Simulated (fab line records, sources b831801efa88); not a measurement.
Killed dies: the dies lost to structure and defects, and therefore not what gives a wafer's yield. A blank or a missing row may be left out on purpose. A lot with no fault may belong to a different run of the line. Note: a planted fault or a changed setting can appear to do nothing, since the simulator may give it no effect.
Which tool was responsible? | flow sky130 | Sampling: 13 lots, 37 wafers, 6 of 708 route steps

WHAT THE GAUGES SHOWED, per wafer
SKY_POLY_GATE_OVL_MEAS_14. Usual: POLY_GATE_OVL -1 nm, standard deviation 4.5.
lot  | measured     | on         | POLY_GATE_OVL (nm) | flag
L524 | day 15 19:49 | overlay-02 | 4 9 3              |
L525 | day 16 16:37 | overlay-02 | 0 -5 1             |
L526 | day 16 17:55 | overlay-01 | -5 -6 2            |
L527 | day 17 22:19 | overlay-02 | -7 -1 -7           |
L528 | day 18 07:22 | overlay-02 | -4 -11 -6          |
L530 | day 18 22:13 | overlay-02 | 0 -4 -5            |
L532 | day 19 17:30 | overlay-02 | -1 -5              |
L537 | day 21 06:24 | overlay-02 | 1 1                |
L542 | day 22 21:16 | overlay-01 | -1 1 1             |
L543 | day 23 14:43 | overlay-01 | 2 2 -4             |
L545 | day 24 05:16 | overlay-01 | 5 -3 3             |
L546 | day 24 12:52 | overlay-01 | 4 8 5              |
L547 | day 24 15:28 | overlay-02 | 0 2 4              |

SKY_SD_P_OVL_MEAS_08. Usual: SD_P_OVL 0.4 nm, standard deviation 1.3.
lot  | measured     | on         | SD_P_OVL (nm)  | flag
L524 | day 24 23:17 | overlay-01 | 2.5 2.9 0.0    |
L525 | day 25 21:56 | overlay-01 | 1.7 0.5 -1.2   |
L526 | day 25 22:14 | overlay-02 | 0.2 -0.9 0.3   |
L527 | day 26 23:51 | overlay-01 | 1.7 0.2 0.8    |
L528 | day 27 05:14 | overlay-01 | 1.4 1.4 1.2    |
L530 | day 27 23:25 | overlay-01 | 1.3 1.1 -1.2   |
L532 | day 28 14:57 | overlay-02 | 0.6 -0.6       |
L537 | day 30 01:01 | overlay-02 | 0.2 -0.2       |
L542 | day 31 11:03 | overlay-02 | 2.7 1.5 0.3    |
L543 | day 32 03:42 | overlay-02 | 1.9 1.6 0.4    |
L545 | day 32 14:49 | overlay-02 | -2.6 -3.3 -2.2 |
L546 | day 33 00:55 | overlay-02 | -0.8 -1.0 -0.7 |
L547 | day 33 02:33 | overlay-02 | -0.8 -1.9 -1.8 |

SKY_SD_N_OVL_MEAS_08. Usual: SD_N_OVL -0.9 nm, standard deviation 1.4.
lot  | measured     | on         | SD_N_OVL (nm)  | flag
L524 | day 27 09:37 | overlay-02 | -4.3 -2.6 -0.7 |
L525 | day 28 08:15 | overlay-01 | 1.2 -1.0 0.7   |
L526 | day 28 08:33 | overlay-01 | -0.8 -2.8 -1.5 |
L527 | day 29 09:31 | overlay-01 | 0.8 0.5 0.9    |
L528 | day 29 15:37 | overlay-01 | -2.6 -0.7 -0.3 |
L530 | day 30 08:51 | overlay-02 | -1.2 -2.9 -4.0 |
L532 | day 30 23:02 | overlay-01 | -0.3 -0.3      |
L537 | day 32 07:28 | overlay-02 | -0.3 -1.6      |
L542 | day 33 17:03 | overlay-02 | -1.5 -1.7 0.3  |
L543 | day 34 09:07 | overlay-01 | -0.6 -2.9 -2.8 |
L545 | day 34 20:36 | overlay-01 | 0.3 0.7 2.6    |
L546 | day 35 06:21 | overlay-02 | -1.1 1.0 -0.5  |
L547 | day 35 08:19 | overlay-01 | 0.6 -0.1 -0.7  |

SKY_SD_N_RS_MEAS_16: measures by four-point-probe. Usual: SD_N_RS 68.58 ohm/sq, standard deviation 0.11.
lot  | measured     | on            | SD_N_RS (ohm/sq)  | flag
L524 | day 27 10:20 | film metro-03 | 68.55 68.64 68.56 |
L525 | day 28 08:58 | film metro-01 | 68.56 68.41 68.51 |
L526 | day 28 09:19 | film metro-03 | 68.67 68.66 68.47 |
L527 | day 29 10:16 | film metro-01 | 68.46 68.53 68.65 |
L528 | day 29 16:22 | film metro-01 | 68.49 68.61 68.54 |
L530 | day 30 09:37 | film metro-01 | 68.58 68.63 68.56 |
L532 | day 30 23:49 | film metro-03 | 68.59 70.20       | OFF
L537 | day 32 08:11 | film metro-03 | 70.27 68.69       | OFF
L542 | day 33 17:46 | film metro-02 | 68.55 68.63 68.58 |
L543 | day 34 09:51 | film metro-01 | 68.52 68.66 68.57 |
L545 | day 34 21:19 | film metro-02 | 68.69 68.52 68.59 |
L546 | day 35 07:05 | film metro-02 | 68.67 68.50 68.52 |
L547 | day 35 09:02 | film metro-03 | 68.57 68.55 68.65 |

WHICH TOOL RAN EACH LOT (tool, then ch and the chambers of the sampled wafers, then the start)
lot  | SKY_SD_N_IMPLANT_09             | SKY_SD_N_STRIP_11
L524 | implanter-02 ch 0, day 27 09:40 | plasma asher-04 ch 0,1, day 27 09:56
L525 | implanter-01 ch 0, day 28 08:17 | plasma asher-01 ch 0,1, day 28 08:35
L526 | implanter-03 ch 0, day 28 08:35 | plasma asher-03 ch 0,1, day 28 08:53
L527 | implanter-03 ch 0, day 29 09:35 | plasma asher-04 ch 0,1, day 29 09:52
L528 | implanter-01 ch 0, day 29 15:41 | plasma asher-01 ch 0,1, day 29 15:57
L530 | implanter-02 ch 0, day 30 08:55 | plasma asher-01 ch 0,1, day 30 09:11
L532 | implanter-03 ch 0, day 30 23:08 | plasma asher-01 ch 0,1, day 30 23:23
L537 | implanter-03 ch 0, day 32 07:30 | plasma asher-01 ch 1, day 32 07:48
L542 | implanter-02 ch 0, day 33 17:05 | plasma asher-03 ch 0,1, day 33 17:23
L543 | implanter-01 ch 0, day 34 09:10 | plasma asher-01 ch 0,1, day 34 09:26
L545 | implanter-01 ch 0, day 34 20:38 | plasma asher-03 ch 0,1, day 34 20:56
L546 | implanter-02 ch 0, day 35 06:25 | plasma asher-04 ch 0,1, day 35 06:41
L547 | implanter-03 ch 0, day 35 08:22 | plasma asher-04 ch 0,1, day 35 08:38
- SKY_SD_N_IMPLANT_09
- SKY_SD_N_STRIP_11: strips in O2/N2.

AS READ BY THE TOOLS THEMSELVES (means over the sampled wafers that have a number; for cases with no such wafer, the mark the record gives instead)
SKY_SD_N_IMPLANT_09. Usual: faraday current uA 12876, standard deviation 1000; tilt deg -0.003 degrees, standard deviation 0.018.
lot  | tool         | faraday current uA | tilt deg (degrees) | flag
L524 | implanter-02 | 14118              | 0.003              |
L525 | implanter-01 | 11222              | 0.001              |
L526 | implanter-03 | 13022              | 0.003              |
L527 | implanter-03 | 12958              | 0.011              |
L528 | implanter-01 | 11533              | 0.000              |
L530 | implanter-02 | 13919              | -0.009             |
L532 | implanter-03 | 14028              | -0.016             |
L537 | implanter-03 | 14001              | -0.022             |
L542 | implanter-02 | 14133              | -0.020             |
L543 | implanter-01 | 11568              | 0.012              |
L545 | implanter-01 | 11491              | 0.013              |
L546 | implanter-02 | 13941              | 0.003              |
L547 | implanter-03 | 12984              | -0.016             |

SKY_SD_N_STRIP_11. Usual: drypump motor current A 5.6 A, standard deviation 0.6; oes product au 0.527 a.u., standard deviation 0.0044; strip time to endpoint s 22.54 s, standard deviation 0.048.
lot  | tool            | drypump motor current A (A) | oes product au (a.u.) | strip time to endpoint s (s) | flag
L524 | plasma asher-04 | 5.3                         | 0.523                 | 22.61                        |
L525 | plasma asher-01 | 5.9                         | 0.530                 | 22.60                        |
L526 | plasma asher-03 | 5.5                         | 0.527                 | 22.55                        |
L527 | plasma asher-04 | 5.7                         | 0.528                 | 22.60                        |
L528 | plasma asher-01 | 5.5                         | 0.531                 | 22.53                        |
L530 | plasma asher-01 | 5.5                         | 0.529                 | 22.57                        |
L532 | plasma asher-01 | 5.8                         | 0.529                 | 22.31                        | OFF
L537 | plasma asher-01 | 6.3                         | 0.534                 | 22.23                        | OFF
L542 | plasma asher-03 | 5.5                         | 0.527                 | 22.50                        |
L543 | plasma asher-01 | 5.6                         | 0.528                 | 22.57                        |
L545 | plasma asher-03 | 5.5                         | 0.526                 | 22.57                        |
L546 | plasma asher-04 | 5.7                         | 0.534                 | 22.57                        |
L547 | plasma asher-04 | 5.8                         | 0.527                 | 22.55                        |

THE ANSWER, worked out from the rows above alone
Rule: a lot counts as off when the mean over its wafers that have a number is more than 3 standard deviations away from the usual mean. A lot without any number at a reading at which 4 lots or more have one is off too. Where the step has rows for the other lots, those lots are counted as sound. After the gauges, taken in route order, come the tools' own readings; for these a lot's mean is taken, as printed above. At the first step where some lot is off, the reading lying furthest off is the one used; lots without a number count as furthest.
Off: at SKY_SD_N_RS_MEAS_16 (SD_N_RS), L532, L537.
If a tool, at a process step before that reading, ran all the lots that are off and no sound lot after the first of them, it fits. Not tried: the gauges at SKY_SD_N_RS_MEAS_16; whatever is off there is also off at SKY_SD_N_STRIP_11, on other tools, and gauge error can't account for it. Of those tried, none fits.

WHAT WAS PUT IN BY THE SIMULATOR
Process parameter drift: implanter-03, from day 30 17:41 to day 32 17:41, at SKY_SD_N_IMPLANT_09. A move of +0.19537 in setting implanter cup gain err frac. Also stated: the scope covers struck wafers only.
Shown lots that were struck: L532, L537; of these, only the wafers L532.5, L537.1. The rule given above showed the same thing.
